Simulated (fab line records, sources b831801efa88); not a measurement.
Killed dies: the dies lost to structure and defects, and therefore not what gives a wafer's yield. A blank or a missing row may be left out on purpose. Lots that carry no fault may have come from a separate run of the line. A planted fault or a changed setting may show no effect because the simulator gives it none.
Code-filled problem report in 8D (eight disciplines) form + flow sky130 + the parts of the form that need people (team, actions taken, sign-off) are left out

== 1. WHAT WENT WRONG ==
Mean NWELL_RS at SKY_NWELL_RS_MEAS_29: 649.6 ohm/sq over 6 wafers in 2 lots; fault-free wafers: 624.1 ohm/sq, standard deviation 1.3. That is +20 standard deviations from the usual mean.
The step: measures by four-point-probe.
Earliest sighting: wafer L264.1 on film metro-03 at day 10 08:28. At this step, 42 wafers from 14 lots have a number in the record. Rule for "out" (also "out of limits"): further than 4 standard deviations from the usual mean. The rest of the wafers with a number are treated as sound.

== 2. WHAT THIS IS AND IS NOT ==
| question                    | is                           | is not                                                                 |
|-----------------------------|------------------------------|------------------------------------------------------------------------|
| which readings at this step | NWELL_RS                     | -                                                                      |
| which lots                  | L264, L265                   | L244, L247, L249, L253, L254, L255, L256, L257, L258, L259, L260, L267 |
| which wafers of those lots  | all that have a number       | -                                                                      |
| read on which gauges        | film metro-03, film metro-04 | film metro-02                                                          |
| when                        | from day 10 08:28            | up to then (33 sound wafers); but 3 sound wafers of L267 came after    |

== 3. WHAT RULES OUT EACH SUSPECT ==
Counting: a tool at a process step up to the reading stays a suspect if it ran every lot that is out and no sound lot after the first of them.
- the gauge at SKY_NWELL_RS_MEAS_29 has been ruled out. 2 gauges (film metro-03, film metro-04) read the wafers that are out.
- implanter-01 at SKY_NWELL_IMPLANT_13: ruled out as a lasting fault. Sound lots L267 ran on it after its first lot that is out, L264 (day 9 10:46).
Left after counting: nothing in the record.

== 4. THE CAUSE (what the simulator had put in) ==
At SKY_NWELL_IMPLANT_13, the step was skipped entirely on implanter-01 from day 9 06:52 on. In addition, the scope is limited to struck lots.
Counting ruled it out, wrongly: the rule takes a fault to strike every lot that its tool runs from its start on, and this one did not.

== 5. SEQUENCE OF EFFECTS, ordered by route ==
Rows list readings where the struck wafers' mean (over those with a number) sits beyond 3 standard deviations from the usual. Scope: only readings with a usual standard deviation given in the record; hours: median across lots of the time from each lot's start at the first step in this table that gives one to its start at this step; sigmas: change in usual standard deviations.
| hours | step                 | reading  | usual        | on struck wafers | change | sigmas |
|-------|----------------------|----------|--------------|------------------|--------|--------|
| 0     | SKY_NWELL_RS_MEAS_29 | NWELL_RS | 624.1 ohm/sq | 649.6            | +25.5  | +20    |
Readings that are blank on the struck wafers while sound wafers have them: beam energy keV at SKY_NWELL_IMPLANT_13; beam on s at SKY_NWELL_IMPLANT_13; end station pressure torr at SKY_NWELL_IMPLANT_13.

== 6. HOW IT WOULD HAVE BEEN CAUGHT EARLIER ==
In this record the first reading out of limits at a measuring or inspecting step was taken at day 10 08:28, 26 hours after the fault began at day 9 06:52.
At SKY_NWELL_IMPLANT_13 the tool's readings are blank on the struck wafers, where sound wafers have them: an empty tool record is the first sign, and it was there at once.
